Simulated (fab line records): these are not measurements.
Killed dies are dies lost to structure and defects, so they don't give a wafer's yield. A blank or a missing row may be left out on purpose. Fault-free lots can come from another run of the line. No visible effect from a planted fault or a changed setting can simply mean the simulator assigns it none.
fab line records | flow gf180mcu
[record] lots = 13 wafers = 39 lastDay = 34
route steps=602 shown POLY_GATE@157 M4@471 V4@492 MIM@514
lots that met no fault: from a run of the same line without faults
startH: hours from the record's first day to the start of the lot's first wafer shown | waitH: hours since the lot's step before | " same as the row above | L1.1+2: one row covering several wafers at once | - no value present, or no start provided | * or withheld: withheld | < > ~ a bound
route shown NAME@n: a module of which the file shows steps, and the number in the route of the first | usual: average and standard deviation across the fault-free wafers | same: alike in all rows | chamber/n: place in a boat | sites: readings site by site | _std_site: the standard deviation of these | _edge_site: inner sites' mean taken away from outer sites' mean | radiusMm: how far each site lies from the wafer's centre | mask NAME#n: copy n | behind: the tool/chamber that last shaped the wafer | hold: why the lot went on hold/how many hours it stayed there/how the hold came to an end | device: which transistor (n, p or np) failed to switch | end of line: the tests these same wafers got at the end of their route | where a step has no rows: the recipe by itself | killed: dies that structure and defects cost at the first sort, which is not the same as the wafer's yield | map: shows each die of a wafer: x if killed, . if not, _ if none is there
set.NAME: setting as actually run; set.NAME@STEP: the setting as run at that earlier step | model.NAME: the simulator's own value behind a step, which no gauge read
the route's steps for a sample of lots (tables are steps, rows are wafers)
services: a tool's chamber out of use, with start hour (startH, from the record's first day; less than 0 if before it), hours out, and reason
[[steps]]
[step GF_POLY_GATE_CVD_00]
[recipe] material = poly-Si targetThkNm = 200 tempC = 620 timeS = 1200 pressureMtorr = 200
[usual] spikeTcBottomC = 640/3 spikeTcCentreC = 620.7/1.2 spikeTcLowerC = 619.8/0.95 spikeTcTopC = 637/3.1 spikeTcUpperC = 619.3/1.5 susceptorTempC = 620.05/0.27 zonePowerBottomPct = 12.1/0.34
[same] timeS = 1200
// columns lot.wafer tool chamber startH waitH spikeTcBottomC spikeTcCentreC spikeTcLowerC spikeTcTopC spikeTcUpperC susceptorTempC zonePowerBottomPct
L710.3 lpcvd-01 1 188.68 0.1 638 618.8 619.8 633 621.0 620.00 12.4
L710.5 " 1 " " 640 618.9 619.7 633 619.9 620.11 12.4
L710.6 " 1 " " 640 619.0 620.1 631 620.9 620.16 12.1
L711.2 lpcvd-01 0 190.09 0.0 641 621.3 620.7 641 618.0 620.07 12.0
L711.3 " 0 " " 644 621.8 620.0 640 619.9 620.27 12.2
L711.4 " 0 " " 641 621.7 620.8 641 616.8 620.17 12.1
L712.3 lpcvd-01 0 195.52 0.0 679 658.7 657.1 675 657.5 657.80 13.8
L712.4 " 0 " " 676 658.5 656.4 679 658.2 657.54 13.7
L712.6 " 0 " " 678 659.5 657.1 680 656.6 657.69 13.8
L713.2 lpcvd-01 0 203.43 1.0 678 660.5 656.5 677 657.8 657.22 13.6
L713.3 " 0 " " 679 658.9 659.1 678 657.0 657.80 13.8
L713.6 " 0 " " 678 660.6 657.9 678 658.2 657.77 13.5
L714.1 lpcvd-01 1 206.93 0.0 675 657.4 655.2 669 659.6 658.29 14.0
L714.3 " 1 " " 675 658.6 658.2 669 658.3 657.93 13.7
L714.4 " 1 " " 676 657.1 657.9 669 656.9 657.34 13.9
L722.3 lpcvd-02 0 268.56 0.5 643 623.3 619.8 635 619.3 619.88 12.1
L722.4 " 0 " " 643 621.4 622.7 636 618.3 620.19 12.0
L722.5 " 0 " " 643 620.2 620.1 637 617.1 619.97 12.3
L723.2 lpcvd-02 0 273.32 0.2 644 621.0 618.4 634 619.6 620.31 12.2
L723.3 " 0 " " 644 620.5 620.6 635 616.3 620.09 12.1
L723.6 " 0 " " 643 621.5 617.9 634 619.7 619.87 12.2
L724.2 lpcvd-01 1 278.47 0.0 639 619.3 620.1 633 620.1 619.83 12.3
L724.3 " 1 " " 637 620.1 619.7 632 619.6 619.63 12.4
L724.6 " 1 " " 639 620.6 619.2 632 620.5 619.60 12.5
L725.1 lpcvd-01 1 290.29 0.0 639 620.5 618.8 634 620.4 619.96 12.3
L725.4 " 1 " " 639 619.2 617.9 634 621.0 620.19 12.4
L725.5 " 1 " " 638 619.2 619.5 634 620.9 619.78 12.4
L726.1 lpcvd-02 1 291.84 0.0 635 621.1 619.4 637 622.0 619.66 11.5
L726.2 " 1 " " 636 618.6 620.5 637 616.9 619.81 11.4
L726.3 " 1 " " 636 617.3 618.3 638 618.8 619.95 11.3
L727.1 lpcvd-01 0 301.32 0.0 640 622.0 619.8 641 620.3 619.82 12.3
L727.3 " 0 " " 641 622.2 618.9 640 618.8 620.10 12.1
L727.4 " 0 " " 641 620.6 620.7 642 618.4 620.42 12.0
L731.1 lpcvd-01 0 343.40 0.0 642 620.5 619.5 641 620.5 619.33 12.2
L731.2 " 0 " " 640 620.5 619.3 641 619.4 619.89 12.1
L731.4 " 0 " " 642 621.5 617.8 641 620.2 620.21 12.0
L732.1 lpcvd-02 0 352.82 0.4 644 621.0 618.7 635 616.6 620.33 12.1
L732.3 " 0 " " 644 621.3 620.5 635 620.3 619.57 12.3
L732.4 " 0 " " 643 620.6 620.9 635 617.2 619.62 12.3
[step GF_POLY_GATE_THK_MEAS_01]
[recipe] reads = poly-Si_of_POLY_GATE_CVD_00
[usual] POLY_GATE_CVD_00_THK = 200.3/1.9
// columns lot.wafer tool chamber startH waitH hold POLY_GATE_CVD_00_THK[nm]
L710.3 filmMetro-04 - 190.03 0.0 - 201.5
L710.5 " - " " - 203.1
L710.6 " - " " - 202.4
L711.2 filmMetro-02 - 191.44 0.0 - 200.7
L711.3 " - " " - 202.1
L711.4 " - " " - 201.2
L712.3 filmMetro-04 - 196.87 0.0 awaitDispo/0.2h/release 393.4
L712.4 " - " " awaitDispo/0.2h/release 392.6
L712.6 " - " " awaitDispo/0.2h/release 392.5
L712.3 filmMetro-04 - 197.10 0.2 - 393.2
L712.4 " - " " - 392.8
L712.6 " - " " - 392.2
L713.2 filmMetro-01 - 204.78 0.0 awaitDispo/0.2h/release 397.0
L713.3 " - " " awaitDispo/0.2h/release 396.5
L713.6 " - " " awaitDispo/0.2h/release 395.2
L713.2 filmMetro-01 - 205.00 0.2 - 397.1
L713.3 " - " " - 396.2
L713.6 " - " " - 395.3
L714.1 filmMetro-02 - 208.26 0.0 awaitDispo/0.2h/release 394.6
L714.3 " - " " awaitDispo/0.2h/release 394.6
L714.4 " - " " awaitDispo/0.2h/release 394.9
L714.1 filmMetro-02 - 208.49 0.2 - 394.8
L714.3 " - " " - 394.9
L714.4 " - " " - 395.2
L722.3 filmMetro-02 - 269.91 0.0 - 199.4
L722.4 " - " " - 198.4
L722.5 " - " " - 200.1
L723.2 filmMetro-01 - 274.67 0.0 - 197.8
L723.3 " - " " - 197.9
L723.6 " - " " - 198.9
L724.2 filmMetro-01 - 280.48 0.0 - 196.9
L724.3 " - " " - 197.6
L724.6 " - " " - 196.4
L725.1 filmMetro-04 - 291.62 0.0 - 201.2
L725.4 " - " " - 200.4
L725.5 " - " " - 200.2
L726.1 filmMetro-01 - 293.18 0.0 - 201.4
L726.2 " - " " - 200.4
L726.3 " - " " - 203.0
L727.1 filmMetro-01 - 302.65 0.0 - 199.2
L727.3 " - " " - 198.2
L727.4 " - " " - 200.0
L731.1 filmMetro-02 - 344.73 0.0 - 197.1
L731.2 " - " " - 195.0
L731.4 " - " " - 195.5
L732.1 filmMetro-04 - 354.16 0.0 - 199.9
L732.3 " - " " - 199.2
L732.4 " - " " - 200.0
[step GF_M4_OVL_MEAS_15]
[usual] M4_OVL = 0/6.1
// columns lot.wafer tool chamber startH waitH M4_OVL[nm]
L710.3 overlay-02 - 547.53 0.1 -10
L710.5 " - " " -10
L710.6 " - " " 3
L711.2 overlay-02 - 554.02 0.1 4
L711.3 " - " " 0
L711.4 " - " " 4
L722.3 overlay-01 - 642.88 0.1 12
L722.4 " - " " 15
L722.5 " - " " 10
L723.2 overlay-02 - 644.97 0.1 -4
L723.3 " - " " 2
L723.6 " - " " 3
L724.2 overlay-02 - 654.05 0.1 -1
L724.3 " - " " -4
L724.6 " - " " -2
L725.1 overlay-01 - 666.02 0.1 -6
L725.4 " - " " -11
L725.5 " - " " -10
L726.1 overlay-02 - 667.28 0.1 -1
L726.2 " - " " 5
L726.3 " - " " 1
L727.1 overlay-01 - 673.37 0.1 -6
L727.3 " - " " -1
L727.4 " - " " 3
L731.1 overlay-02 - 710.67 0.1 9
L731.2 " - " " 6
L731.4 " - " " 3
L732.1 overlay-02 - 722.19 0.1 4
L732.3 " - " " 3
L732.4 " - " " 4
[step GF_V4_ETCH_16]
[recipe] chemistry = N2/H2 targetDepthA = withheld overetchA = withheld timeS = withheld target = BARC ionEnergyEv = 200 sourceW = 500 biasW = 100 pressureMtorr = 30 n2FlowSccm = 100 h2FlowSccm = 200
[usual] drypumpMotorCurrentA = 5.7/0.36 h2FlowSccm = 200.0/0.57 oesProductAu = 0.854/0.0043 throttleValvePct = 13.226/0.0091
// columns lot.wafer tool chamber startH waitH drypumpMotorCurrentA h2FlowSccm oesProductAu throttleValvePct
L710.3 rieDiel-02 2 570.87 0.0 6.4 200.5 0.856 13.233
L710.5 " 2 " " 6.4 199.4 0.854 13.220
L710.6 " 1 " " 5.8 199.8 0.855 13.233
L711.2 rieDiel-02 3 577.70 0.0 5.9 200.4 0.853 13.223
L711.3 " 0 " " 5.5 199.8 0.852 13.229
L711.4 " 1 " " 5.8 200.5 0.847 13.225
L722.3 rieDiel-04 3 664.06 0.0 5.4 199.8 0.846 13.234
L722.4 " 2 " " 6.2 200.6 0.861 13.195
L722.5 " 0 " " 5.8 199.5 0.857 13.222
L723.2 rieDiel-02 1 666.27 0.0 5.8 200.0 0.856 13.213
L723.3 " 3 " " 5.9 200.7 0.858 13.216
L723.6 " 0 " " 5.4 199.4 0.858 13.235
L724.2 rieDiel-02 3 674.61 0.0 5.9 201.3 0.859 13.238
L724.3 " 2 " " 6.4 199.3 0.854 13.214
L724.6 " 3 " " 5.9 200.2 0.867 13.214
L725.1 rieDiel-02 0 686.35 0.0 5.5 201.2 0.851 13.226
L725.4 " 2 " " 6.5 200.3 0.849 13.226
L725.5 " 3 " " 5.9 200.1 0.852 13.233
L726.1 rieDiel-03 2 688.10 0.0 5.6 198.6 0.860 13.219
L726.2 " 1 " " 5.5 198.5 0.850 13.233
L726.3 " 0 " " 4.7 200.0 0.853 13.242
L727.1 rieDiel-02 1 694.01 0.0 5.8 200.9 0.853 13.224
L727.3 " 0 " " 5.5 200.2 0.855 13.224
L727.4 " 3 " " 5.9 200.2 0.858 13.216
L731.1 rieDiel-03 3 730.11 0.0 5.7 200.2 0.849 13.225
L731.2 " 0 " " 4.8 199.0 0.854 13.235
L731.4 " 1 " " 5.5 199.5 0.847 13.240
L732.1 rieDiel-04 0 740.62 0.0 5.8 198.5 0.849 13.223
L732.3 " 1 " " 5.7 199.3 0.846 13.215
L732.4 " 2 " " 6.2 200.0 0.855 13.223
[step GF_MIM_THK_MEAS_11]
[recipe] thkMeasGauge = xrf reads = AlCu_of_MIM_SPUTTER_08
[usual] MIM_ALCU_THK = 198.0/2.5
// columns lot.wafer tool chamber startH waitH MIM_ALCU_THK[nm]
L710.3 filmMetro-04 - 572.78 0.1 201.7
L710.5 " - " " 201.4
L710.6 " - " " 201.6
L711.2 filmMetro-03 - 579.62 0.1 195.1
L711.3 " - " " 195.2
L711.4 " - " " 195.7
L722.3 filmMetro-03 - 665.97 0.1 197.9
L722.4 " - " " 197.8
L722.5 " - " " 199.2
L723.2 filmMetro-03 - 668.17 0.1 198.5
L723.3 " - " " 196.1
L723.6 " - " " 196.9
L724.2 filmMetro-01 - 676.54 0.1 195.9
L724.3 " - " " 195.3
L724.6 " - " " 197.0
L725.1 filmMetro-04 - 688.25 0.1 199.8
L725.4 " - " " 200.0
L725.5 " - " " 199.4
L726.1 filmMetro-01 - 689.99 0.1 197.4
L726.2 " - " " 197.8
L726.3 " - " " 196.2
L727.1 filmMetro-04 - 696.06 0.1 204.4
L727.3 " - " " 199.9
L727.4 " - " " 201.8
L731.1 filmMetro-01 - 732.11 0.1 194.3
L731.2 " - " " 196.1
L731.4 " - " " 196.0
L732.1 filmMetro-01 - 742.52 0.1 197.2
L732.3 " - " " 195.9
L732.4 " - " " 196.0
[[services]]
// columns tool chamber startH hours kind
rieDiel-02 3 170.05 3.4 repair
lpcvd-01 - 170.41 1.5 repair
rieDiel-02 2 176.60 15.3 repair
rieDiel-02 1 219.02 2.2 repair
rieDiel-04 0 225.16 3.3 repair
rieDiel-03 - 233.68 0.5 repair
rieDiel-02 - 240.67 0.3 repair
rieDiel-03 - 280.87 2.8 pm
rieDiel-04 3 281.44 4.5 repair
rieDiel-04 1 283.44 3.8 repair
rieDiel-04 2 362.15 5.7 repair
rieDiel-04 0 404.24 5.7 repair
rieDiel-04 2 409.44 5.4 repair
rieDiel-03 2 436.11 6.1 repair
rieDiel-03 - 449.06 14.6 pm
lpcvd-01 - 487.69 2.8 pm
rieDiel-03 - 491.40 0.6 repair
rieDiel-02 2 499.90 11.8 repair
rieDiel-03 - 514.06 0.5 repair
rieDiel-02 - 571.70 0.3 repair
rieDiel-02 3 591.83 4.0 repair
rieDiel-02 2 594.63 3.6 repair
rieDiel-02 2 655.62 6.1 repair
rieDiel-02 1 732.62 4.6 repair
[[key]]
[firstSign] step = GF_POLY_GATE_CVD_00 reading = susceptorTempC direction = up sigmas = 99+ usual = * struck = *
[effect] step = GF_POLY_GATE_CVD_00 reading = spikeTcLowerC direction = up sigmas = 39 usual = 619.8 struck = 657.3
[effect] step = GF_POLY_GATE_THK_MEAS_01 reading = visit direction = added
[effect] step = GF_POLY_GATE_THK_MEAS_01 reading = POLY_GATE_CVD_00_THK direction = up sigmas = 99+ usual = 200.3 struck = 394.6
metAt GF_POLY_GATE_CVD_00
struckLots L712,L713,L714
scrappedBehind GF_POLY_GATE_THK_MEAS_01 L712.3,L712.4,L712.6,L713.2,L713.3,L713.6,L714.1,L714.3,L714.4
notActingAt GF_M4_OVL_MEAS_15,GF_V4_ETCH_16,GF_MIM_THK_MEAS_11
onsetBetween 190.09 195.52
[fault] kind = processParameterDrift tool = lpcvd-01 chamber = - onsetH = 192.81 steps = GF_POLY_GATE_CVD_00 channel = tempC offset = * shape = step endH = 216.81 actsIn = * stated = *
